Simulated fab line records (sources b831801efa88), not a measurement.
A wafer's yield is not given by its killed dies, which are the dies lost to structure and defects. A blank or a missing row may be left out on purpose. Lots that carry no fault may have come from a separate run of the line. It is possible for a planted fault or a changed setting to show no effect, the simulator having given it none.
fab line records	flow sky130
[record] lots = 11	wafers = 33	lastDay = 50
route steps=708 shown SD_N@349 LI_CONTACT@374 LOCAL_INTERCONNECT@389 PAD_OPEN@708
lots that met no fault: from a run of the same line without faults
startH: hours from the record's first day to the start of the lot's first wafer shown	waitH: how many hours have passed since the lot's step before this one	" same as the row above	L1.1+2: one row covering several wafers at once	- either no value or no given start	* or withheld: withheld	< > ~ a bound
route shown NAME@n: NAME is a module with steps in the file, n the number in the route of the first one	usual: mean/standard deviation of fault-free wafers	same: alike in all rows	chamber/n: place in a boat	sites: the reading at each site	_std_site: how widely they spread, as a standard deviation	_edge_site: inner sites' mean taken away from outer sites' mean	radiusMm: for every site, how far away it sits from the centre of the wafer	mask NAME#n: copy n	behind: the tool/chamber that last shaped the wafer	hold: why the lot went on hold/how many hours it stayed there/how the hold came to an end	device: the transistor (n, p or np) that didn't switch	end of line: the same wafers' tests at the end of the route	where a step has no rows: the recipe by itself	killed: dies that structure and defects cost at the first sort, which is not the same as the wafer's yield	map: a wafer's dies, x killed, . not, _ none there
set.NAME: the setting as run; set.NAME@STEP: as run at that earlier step	model.NAME: the simulator's own value behind a step, which no gauge read
one table for each step of the route and one row for each wafer, over a sample of lots
services: the hour from which a tool's chamber was out of use, counted from the record's first day as startH (under 0 if before that day), plus the number of hours and why
[[steps]]
[step SKY_SD_N_CD_MEAS_07]
[recipe] targetCdNm = 380
[usual] cdNm = 379.8/1.9
lot.wafer	tool	chamber	startH	waitH	cdNm
L122.2	cdSem-02	-	651.76	0.1	384.0
L122.3	"	-	"	"	382.2
L122.5	"	-	"	"	382.2
L123.3	cdSem-02	-	655.11	0.1	382.3
L123.4	"	-	"	"	379.8
L123.6	"	-	"	"	380.9
L129.2	cdSem-02	-	713.72	0.1	377.8
L129.3	"	-	"	"	377.2
L129.4	"	-	"	"	378.6
L130.1	cdSem-02	-	725.24	0.1	383.3
L130.4	"	-	"	"	382.2
L130.5	"	-	"	"	382.4
L133.2	cdSem-01	-	742.99	0.1	379.6
L133.3	"	-	"	"	378.5
L133.6	"	-	"	"	381.3
L138.2	cdSem-01	-	776.71	0.1	380.5
L138.4	"	-	"	"	379.8
L138.6	"	-	"	"	378.8
L140.1	cdSem-02	-	792.52	0.1	377.1
L140.2	"	-	"	"	376.6
L140.3	"	-	"	"	376.1
L141.1	cdSem-01	-	800.21	2.5	379.4
L141.2	"	-	"	"	378.9
L141.4	"	-	"	"	379.0
L142.1	cdSem-01	-	806.95	0.1	379.7
L142.2	"	-	"	"	380.5
L142.6	"	-	"	"	381.3
L143.1	cdSem-01	-	811.39	0.1	379.8
L143.4	"	-	"	"	381.5
L143.6	"	-	"	"	379.1
L144.2	cdSem-01	-	815.56	0.1	382.0
L144.5	"	-	"	"	379.2
L144.6	"	-	"	"	379.2
[step SKY_LI_CONTACT_CD_MEAS_12]
[recipe] targetCdNm = 170
[usual] cdNm = 170.2/1.3
lot.wafer	tool	chamber	startH	waitH	cdNm
L122.2	cdSem-01	-	682.12	-	170.3
L122.3	"	-	"	"	171.5
L122.5	"	-	"	"	171.8
L123.3	cdSem-02	-	685.59	-	170.2
L123.4	"	-	"	"	168.9
L123.6	"	-	"	"	170.2
L129.2	cdSem-02	-	743.21	-	169.1
L129.3	"	-	"	"	169.7
L129.4	"	-	"	"	166.3
L130.1	cdSem-01	-	754.99	-	168.4
L130.4	"	-	"	"	168.0
L130.5	"	-	"	"	169.2
L133.2	cdSem-01	-	772.32	-	171.9
L133.3	"	-	"	"	170.7
L133.6	"	-	"	"	171.2
L138.2	cdSem-01	-	804.54	-	168.1
L138.4	"	-	"	"	168.5
L138.6	"	-	"	"	169.0
L140.1	cdSem-01	-	820.70	-	170.4
L140.2	"	-	"	"	170.8
L140.3	"	-	"	"	170.4
L141.1	cdSem-01	-	827.89	-	170.2
L141.2	"	-	"	"	169.6
L141.4	"	-	"	"	170.6
L142.1	cdSem-01	-	835.05	-	171.1
L142.2	"	-	"	"	171.3
L142.6	"	-	"	"	170.2
L143.1	cdSem-02	-	839.29	-	169.5
L143.4	"	-	"	"	168.5
L143.6	"	-	"	"	169.2
L144.2	cdSem-02	-	843.31	-	169.9
L144.5	"	-	"	"	171.2
L144.6	"	-	"	"	170.0
[step SKY_LI_CONTACT_CVD_21]
[recipe] material = W	targetThkNm = 400	timeS = 120.56	tempC = 403.5	pressureTorr = 40
[usual] heaterPowerW = 852/91
lot.wafer	tool	chamber	startH	waitH	heaterPowerW
L122.2	cvdW-02	0	682.82	0.0	996
L122.3	"	1	"	"	733
L122.5	"	0	"	"	988
L123.3	cvdW-01	0	686.31	0.1	836
L123.4	"	1	"	"	831
L123.6	"	0	"	"	859
L129.2	cvdW-02	1	743.90	0.0	731
L129.3	"	1	"	"	753
L129.4	"	0	"	"	982
L130.1	cvdW-02	0	755.74	0.0	991
L130.4	"	1	"	"	738
L130.5	"	1	"	"	759
L133.2	cvdW-01	0	773.03	0.0	840
L133.3	"	1	"	"	830
L133.6	"	0	"	"	840
L138.2	cvdW-01	0	805.24	0.0	849
L138.4	"	0	"	"	867
L138.6	"	0	"	"	862
L140.1	cvdW-01	0	821.43	0.0	854
L140.2	"	1	"	"	834
L140.3	"	1	"	"	812
L141.1	cvdW-02	0	828.60	0.0	973
L141.2	"	1	"	"	745
L141.4	"	1	"	"	748
L142.1	cvdW-02	1	835.77	0.0	757
L142.2	"	0	"	"	966
L142.6	"	1	"	"	761
L143.1	cvdW-02	1	840.18	0.0	776
L143.4	"	1	"	"	760
L143.6	"	0	"	"	1010
L144.2	cvdW-02	0	844.18	0.0	992
L144.5	"	0	"	"	985
L144.6	"	1	"	"	755
[step SKY_LI_CONTACT_RS_MEAS_22]
[recipe] thkMeasGauge = four-point-probe	reads = W_of_LI_CONTACT_CVD_21+TiN_of_LI_CONTACT_SPUTTER_20+Ti_of_LI_CONTACT_SPUTTER_19
[usual] LI_CONTACT_W_RS = 0.2686/0.0026
lot.wafer	tool	chamber	startH	waitH	LI_CONTACT_W_RS[ohm/sq]
L122.2	filmMetro-01	-	682.96	0.1	0.2674
L122.3	"	-	"	"	0.2718
L122.5	"	-	"	"	0.2698
L123.3	filmMetro-04	-	686.44	0.1	0.2690
L123.4	"	-	"	"	0.2711
L123.6	"	-	"	"	0.2671
L129.2	filmMetro-01	-	744.05	0.1	0.2342
L129.3	"	-	"	"	0.2327
L129.4	"	-	"	"	0.2313
L130.1	filmMetro-02	-	755.86	0.1	0.2351
L130.4	"	-	"	"	0.2364
L130.5	"	-	"	"	0.2343
L133.2	filmMetro-01	-	773.18	0.1	0.2652
L133.3	"	-	"	"	0.2674
L133.6	"	-	"	"	0.2643
L138.2	filmMetro-01	-	805.38	0.1	0.2630
L138.4	"	-	"	"	0.2636
L138.6	"	-	"	"	0.2647
L140.1	filmMetro-01	-	821.56	0.1	0.2713
L140.2	"	-	"	"	0.2736
L140.3	"	-	"	"	0.2719
L141.1	filmMetro-04	-	828.73	0.1	0.2674
L141.2	"	-	"	"	0.2635
L141.4	"	-	"	"	0.2672
L142.1	filmMetro-04	-	835.89	0.1	0.2694
L142.2	"	-	"	"	0.2718
L142.6	"	-	"	"	0.2712
L143.1	filmMetro-04	-	840.32	0.1	0.2690
L143.4	"	-	"	"	0.2698
L143.6	"	-	"	"	0.2699
L144.2	filmMetro-04	-	844.33	0.1	0.2640
L144.5	"	-	"	"	0.2655
L144.6	"	-	"	"	0.2691
[step SKY_LI_CONTACT_THK_MEAS_23]
[recipe] thkMeasGauge = xrf	reads = W_of_LI_CONTACT_CVD_21
[usual] LI_CONTACT_W_THK = 424/7.5
lot.wafer	tool	chamber	startH	waitH	LI_CONTACT_W_THK[nm]
L122.2	filmMetro-01	-	683.07	0.1	429
L122.3	"	-	"	"	420
L122.5	"	-	"	"	426
L123.3	filmMetro-04	-	686.54	0.1	424
L123.4	"	-	"	"	421
L123.6	"	-	"	"	422
L129.2	filmMetro-01	-	744.16	0.1	500
L129.3	"	-	"	"	504
L129.4	"	-	"	"	509
L130.1	filmMetro-02	-	755.98	0.1	471
L130.4	"	-	"	"	469
L130.5	"	-	"	"	468
L133.2	filmMetro-01	-	773.29	0.1	438
L133.3	"	-	"	"	433
L133.6	"	-	"	"	436
L138.2	filmMetro-01	-	805.49	0.1	434
L138.4	"	-	"	"	432
L138.6	"	-	"	"	431
L140.1	filmMetro-01	-	821.68	0.1	423
L140.2	"	-	"	"	419
L140.3	"	-	"	"	425
L141.1	filmMetro-04	-	828.85	0.1	428
L141.2	"	-	"	"	432
L141.4	"	-	"	"	427
L142.1	filmMetro-04	-	836.01	0.1	423
L142.2	"	-	"	"	416
L142.6	"	-	"	"	422
L143.1	filmMetro-04	-	840.44	0.1	416
L143.4	"	-	"	"	415
L143.6	"	-	"	"	418
L144.2	filmMetro-04	-	844.44	0.1	424
L144.5	"	-	"	"	423
L144.6	"	-	"	"	420
[step SKY_LI_CONTACT_CMP_24]
[recipe] stopOn = PSG	tOverpolishS = 20	downForcePsi = 3.5	platenRpm = 60	targetThkNm = 0	padVelocityMS = 0.94248
[usual] edgeZonePressureFrac = 1.000/0.0047	motorCurrentA = 11.4/0.85	slurryFilterDpKPa = 13.48/0.13	slurryFlowMlMin = 150.0/0.45	timeToEndpointS = 103/3.2
lot.wafer	tool	chamber	startH	waitH	edgeZonePressureFrac	motorCurrentA	slurryFilterDpKPa	slurryFlowMlMin	timeToEndpointS
L122.2	cmp-02	3	683.17	0.1	1.005	12.4	13.58	149.8	108
L122.3	"	0	"	"	1.001	11.7	13.39	149.9	100
L122.5	"	3	"	"	1.007	12.5	13.44	149.7	103
L123.4	cmp-01	2	686.58	0.0	0.994	10.5	13.19	149.5	104
L123.3	"	3	"	"	0.998	10.9	13.41	150.4	109
L123.6	"	2	"	"	1.004	10.6	13.64	150.0	108
L129.2	cmp-01	0	744.21	0.0	0.995	12.3	13.55	149.9	115
L129.3	"	2	"	"	0.997	10.4	13.43	149.5	113
L129.4	"	3	"	"	1.008	10.9	13.49	148.8	115
L130.4	cmp-02	0	756.14	0.1	0.997	11.5	13.33	150.3	111
L130.1	"	1	"	"	0.989	10.6	13.55	150.5	116
L130.5	"	3	"	"	1.010	11.9	13.77	150.8	115
L133.2	cmp-01	1	773.44	0.1	1.000	12.4	13.54	149.5	103
L133.3	"	2	"	"	0.995	10.4	13.54	150.3	105
L133.6	"	0	"	"	1.004	12.8	13.50	149.8	107
L138.4	cmp-02	2	805.54	0.0	1.004	10.8	13.50	149.6	107
L138.2	"	1	"	"	0.998	10.2	13.49	149.9	104
L138.6	"	3	"	"	1.001	12.4	13.69	149.6	106
L140.1	cmp-01	2	821.74	0.1	1.000	11.0	13.49	150.4	98
L140.2	"	3	"	"	1.002	10.3	13.60	148.7	105
L140.3	"	1	"	"	1.002	11.5	13.42	149.8	96
L141.2	cmp-02	1	828.91	0.0	1.013	9.8	13.51	149.3	109
L141.1	"	2	"	"	1.002	11.1	13.73	150.2	111
L141.4	"	3	"	"	0.996	12.0	13.39	150.3	113
L142.2	cmp-02	0	836.08	0.0	1.002	11.6	13.50	150.0	103
L142.1	"	3	"	"	0.995	12.1	13.57	150.0	104
L142.6	"	0	"	"	1.002	10.9	13.66	149.7	105
L143.1	cmp-01	3	840.60	0.1	0.995	10.8	13.43	149.6	103
L143.4	"	0	"	"	0.997	11.7	13.31	150.7	101
L143.6	"	1	"	"	0.998	12.0	13.74	149.9	102
L144.2	cmp-01	3	844.59	0.1	1.000	11.3	13.42	150.8	105
L144.5	"	1	"	"	1.002	12.5	13.37	150.5	103
L144.6	"	2	"	"	1.000	10.4	13.66	150.0	103
[step SKY_LOCAL_INTERCONNECT_THK_MEAS_02]
[recipe] thkMeasGauge = xrf	reads = TiN_of_LOCAL_INTERCONNECT_SPUTTER_00
[usual] LOCAL_INTERCONNECT_TIN_THK = 102.1/1.2
lot.wafer	tool	chamber	startH	waitH	LOCAL_INTERCONNECT_TIN_THK[nm]
L122.2	filmMetro-04	-	683.61	0.1	100.7
L122.3	"	-	"	"	101.5
L122.5	"	-	"	"	101.8
L123.3	filmMetro-04	-	687.08	0.1	100.7
L123.4	"	-	"	"	102.0
L123.6	"	-	"	"	101.5
L129.2	filmMetro-03	-	744.70	0.1	102.8
L129.3	"	-	"	"	103.2
L129.4	"	-	"	"	103.0
L130.1	filmMetro-04	-	756.53	0.1	101.7
L130.4	"	-	"	"	101.3
L130.5	"	-	"	"	101.8
L133.2	filmMetro-04	-	773.83	0.1	101.9
L133.3	"	-	"	"	102.1
L133.6	"	-	"	"	100.6
L138.2	filmMetro-03	-	806.03	0.1	103.9
L138.4	"	-	"	"	104.0
L138.6	"	-	"	"	104.9
L140.1	filmMetro-03	-	822.22	0.1	101.2
L140.2	"	-	"	"	103.1
L140.3	"	-	"	"	101.4
L141.1	filmMetro-04	-	829.39	0.1	101.8
L141.2	"	-	"	"	101.9
L141.4	"	-	"	"	102.6
L142.1	filmMetro-02	-	836.56	0.1	102.4
L142.2	"	-	"	"	102.8
L142.6	"	-	"	"	103.3
L143.1	filmMetro-03	-	840.98	0.1	100.3
L143.4	"	-	"	"	100.6
L143.6	"	-	"	"	100.9
L144.2	filmMetro-03	-	844.98	0.1	100.6
L144.5	"	-	"	"	100.3
L144.6	"	-	"	"	99.9
[step SKY_PAD_OPEN_PROBE_99]
[usual] killed_at_M0_to_M3 = 43/6.5	killed_at_M4_up = 3.2/1.8	killedAtContacts = 24/5	killedAtFrontEnd = 15/4.1	killedAtOther = 0.3/0.54	killedDies = 85/9.3	killedOpen = 47/7.2	killedShort = 39/5.9
[same] grossDies = 492	killedAtBackSide = 0
lot.wafer	tool	chamber	startH	waitH	killed_at_M0_to_M3	killed_at_M4_up	killedAtContacts	killedAtFrontEnd	killedAtOther	killedDies	killedOpen	killedShort
L129.2	prober-02	-	1126.20	0.1	34	7	32	19	2	94	45	47
L129.3	prober-02	-	1126.25	0.2	44	6	25	15	0	90	50	39
L129.4	prober-02	-	1126.30	0.2	35	6	31	12	2	86	47	37
L133.2	prober-02	-	1146.75	0.1	52	1	29	16	0	98	55	43
L133.3	prober-02	-	1146.80	0.2	33	4	17	14	0	68	39	29
L133.6	prober-02	-	1146.95	0.2	50	3	22	17	0	92	47	45
L143.1	prober-02	-	1189.29	0.1	39	2	27	15	1	84	44	39
L143.4	prober-02	-	1189.44	0.2	43	1	17	21	1	83	44	39
L143.6	prober-02	-	1189.54	0.2	52	4	16	16	0	88	41	47
// killed by level:class
L129.2 CONTACT:geometricParticle:open=12 LI_CONTACT:geometricParticle:open=7 METAL4:geometricParticle:short=6 METAL2:geometricParticle:short=6 POLY_GATE:geometricParticle:open=5 CONTACT:geometricParticle:short=5 VIA3:geometricParticle:open=5 FIELD_ISO:geometricParticle:short=4
L129.3 VIA1:geometricParticle:open=13 CONTACT:geometricParticle:open=9 VIA1:geometricParticle:short=9 LI_CONTACT:geometricParticle:open=8 VIA3:geometricParticle:open=6 FIELD_ISO:geometricParticle:open=5 FIELD_ISO:geometricParticle:short=5 POLY_GATE:geometricParticle:open=4
L129.4 VIA1:geometricParticle:open=12 CONTACT:geometricParticle:open=10 LI_CONTACT:geometricParticle:open=7 CONTACT:geometricParticle:short=7 VIA2:geometricParticle:short=5 FIELD_ISO:geometricParticle:open=3 LI_CONTACT:geometricParticle:short=3 METAL2:geometricParticle:short=3
L133.2 VIA1:geometricParticle:open=17 CONTACT:geometricParticle:open=13 VIA2:geometricParticle:open=7 FIELD_ISO:geometricParticle:short=5 CONTACT:geometricParticle:short=5 VIA2:geometricParticle:short=5 LI_CONTACT:geometricParticle:open=4 METAL2:geometricParticle:short=4
L133.3 VIA1:geometricParticle:open=10 FIELD_ISO:geometricParticle:short=6 LI_CONTACT:geometricParticle:open=6 CONTACT:geometricParticle:short=5 CONTACT:geometricParticle:open=5 METAL2:geometricParticle:short=5 VIA3:geometricParticle:open=5 POLY_GATE:geometricParticle:open=4
L133.6 VIA1:geometricParticle:open=13 CONTACT:geometricParticle:open=8 METAL1:geometricParticle:short=7 VIA2:geometricParticle:open=7 FIELD_ISO:geometricParticle:short=6 LOCAL_INTERCONNECT:geometricParticle:short=5 FIELD_ISO:geometricParticle:open=4 LI_CONTACT:geometricParticle:open=4
L143.1 VIA1:geometricParticle:open=13 CONTACT:geometricParticle:open=11 LOCAL_INTERCONNECT:geometricParticle:short=7 POLY_GATE:geometricParticle:short=4 CONTACT:geometricParticle:short=4 VIA1:geometricParticle:short=4 METAL2:geometricParticle:short=4 FIELD_ISO:geometricParticle:open=3
L143.4 VIA1:geometricParticle:open=13 CONTACT:geometricParticle:open=9 METAL2:geometricParticle:short=8 POLY_GATE:geometricParticle:open=5 POLY_GATE:geometricParticle:short=5 VIA2:geometricParticle:short=5 VIA2:geometricParticle:open=5 FIELD_ISO:geometricParticle:short=4
L143.6 VIA1:geometricParticle:open=15 METAL2:geometricParticle:short=7 FIELD_ISO:geometricParticle:short=6 VIA1:geometricParticle:short=6 CONTACT:geometricParticle:open=6 METAL1:geometricParticle:short=5 FIELD_ISO:geometricParticle:open=4 VIA3:geometricParticle:short=4
[[services]]
tool	chamber	startH	hours	kind
cmp-02	-	661.83	1.6	repair
cvdW-01	0	700.98	26.5	repair
cmp-01	-	723.49	4.1	pm
cmp-01	-	745.26	4.0	pm
cmp-01	-	749.26	-	consumableReplace:conditioner
cmp-01	-	749.26	-	consumableReplace:pad
cmp-02	-	766.65	3.1	repair
cvdW-02	-	769.81	6.9	pm
cmp-01	-	787.43	3.0	repair
cmp-02	-	801.57	0.9	repair
[[key]]
[firstSign] step = SKY_LI_CONTACT_RS_MEAS_22	reading = LI_CONTACT_W_RS	direction = down	sigmas = 13	usual = 0.2686	struck = 0.2340
[effect] step = SKY_LI_CONTACT_THK_MEAS_23	reading = LI_CONTACT_W_THK	direction = up	sigmas = 8.4	usual = 424	struck = 487
[effect] step = SKY_LI_CONTACT_CMP_24	reading = timeToEndpointS	direction = up	sigmas = 3.7	usual = *	struck = *
metAt SKY_LI_CONTACT_CVD_21
struckLots L129,L130
testerLeftOut L129,L130
notActingAt SKY_SD_N_CD_MEAS_07,SKY_LI_CONTACT_CD_MEAS_12,SKY_LOCAL_INTERCONNECT_THK_MEAS_02
onsetBetween 682.82 743.90
[fault] kind = processParameterDrift	tool = cvdW-02	chamber = -	onsetH = 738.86	steps = SKY_LI_CONTACT_CVD_21	channel = targetThkNm	offset = 58.766	shape = step	endH = 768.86	actsIn = theseRecipesOnly	stated = 400
// testerLeftOut: of these lots the tester's yield and bins aren't shown, on N5 and GAA mostly nor the transistor test; their killed dies are dies lost to structure and defects alone, not to doping, threshold or leakage, so they don't give the yield
